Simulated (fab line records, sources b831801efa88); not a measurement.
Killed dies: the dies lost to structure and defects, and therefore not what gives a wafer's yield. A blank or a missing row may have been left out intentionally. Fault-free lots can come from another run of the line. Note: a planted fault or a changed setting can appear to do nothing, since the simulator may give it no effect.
A lot that was struck, set against a sound lot	flow sky130	17 steps out of a route of 708
Sound: the wafers L507.2, L507.5, L507.6. Wafers struck: L521.1, L521.2, L521.5. The cause is named last.
Per side, at each step with rows, come the tool, then ch with its chambers, and then its first start. Under that, the readings that differ: sound wafers	struck wafers	difference of the means	sigmas: that difference in standard deviations of wafers without a fault.
alike: words and numbers the same on both sides, and readings whose means are apart by under 2 such deviations; not compared: readings that were withheld, readings missing a value for some wafer, numbers with overlapping values and no deviation given by the record, and bounds like >300 which may hide the same value.
A row with sigmas, a row that says differs or no value, or rows on one side alone: a step with any of these is where the two part. When numbers do not overlap yet have no deviation, they are printed without sigmas and do not part them. A reading missing from all wafers of one side parts the sides only when that side holds two or more wafers.

first, 3 steps without rows for these wafers: SKY_SONOS_ONO_WET_ETCH_18 (etches Si3N4 in H3PO4, target depth 15 nm, time 166.1 s); SKY_GATE_OXIDE_CLEAN_00 (cleans in SC1/SC2, time 150 s); SKY_GATE_OXIDE_OXIDATION_01 (stabilise 600 s, purge 300 s, target thk 10.268 nm).
SKY_GATE_OXIDE_THK_MEAS_02:
  struck on film metro-04, day 17 16:08; sound on film metro-02, day 13 00:40
  alike: GATE_OXIDE_OXIDATION_00_THK
then, 7 steps without rows for these wafers: SKY_GATE_OXIDE_DEHYDRATE_03 (time 60 s); SKY_GATE_OXIDE_HMDS_04 (prime time 60 s); SKY_GATE_OXIDE_COAT_05 (resist thk 1140 nm); SKY_GATE_OXIDE_SOFTBAKE_06 (time 60 s); SKY_GATE_OXIDE_EXPOSE_07 (exposes mask LVOM, target cd 600 nm); SKY_GATE_OXIDE_PEB_08; SKY_GATE_OXIDE_DEVELOP_09 (develop time 60 s).
SKY_GATE_OXIDE_OVL_MEAS_10:
  struck on overlay-01, day 18 21:53; sound on overlay-01, day 14 02:29
  alike: GATE_OXIDE_OVL
SKY_GATE_OXIDE_IMPLANT_11:
  struck on implanter-01, day 18 21:55; sound on implanter-01 ch 0, day 14 02:33
  no value came back on the struck wafers for beam energy keV, beam on s (s); on the sound wafers beam energy keV reads 10.001 9.997 10.003
then, 1 step without rows for these wafers: SKY_GATE_OXIDE_WET_ETCH_12 (etches SiO2 in dHF, target depth 16.8 nm, time 336 s).
SKY_GATE_OXIDE_STRIP_13: strips in O2/N2.
  sound on plasma asher-02 ch 0,1, day 14 02:47; struck on plasma asher-02 ch 0,1, day 18 22:11
  alike: drypump motor current A, oes product au, strip time to endpoint s
  not compared: rf hours counter h
SKY_GATE_OXIDE_TW_MEAS_14:
  struck on film metro-03, day 18 22:17; sound on film metro-02, day 14 02:53
reading	sound	struck	difference	sigmas
GATE_OXIDE_TW	224.2 223.5 225.1	30.5 30.6 30.5	-193.7	-72
then, 1 step without rows for these wafers: SKY_GATE_OXIDE_CLEAN_15 (cleans in SC1/SC2, time 150 s).

WHERE THEY PART
Earliest at SKY_GATE_OXIDE_IMPLANT_11; latest, in this record, at SKY_GATE_OXIDE_TW_MEAS_14.

WHY: what had been put in by the simulator
Step skipped in full: implanter-01, at SKY_GATE_OXIDE_IMPLANT_11, from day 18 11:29 onward. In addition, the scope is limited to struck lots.
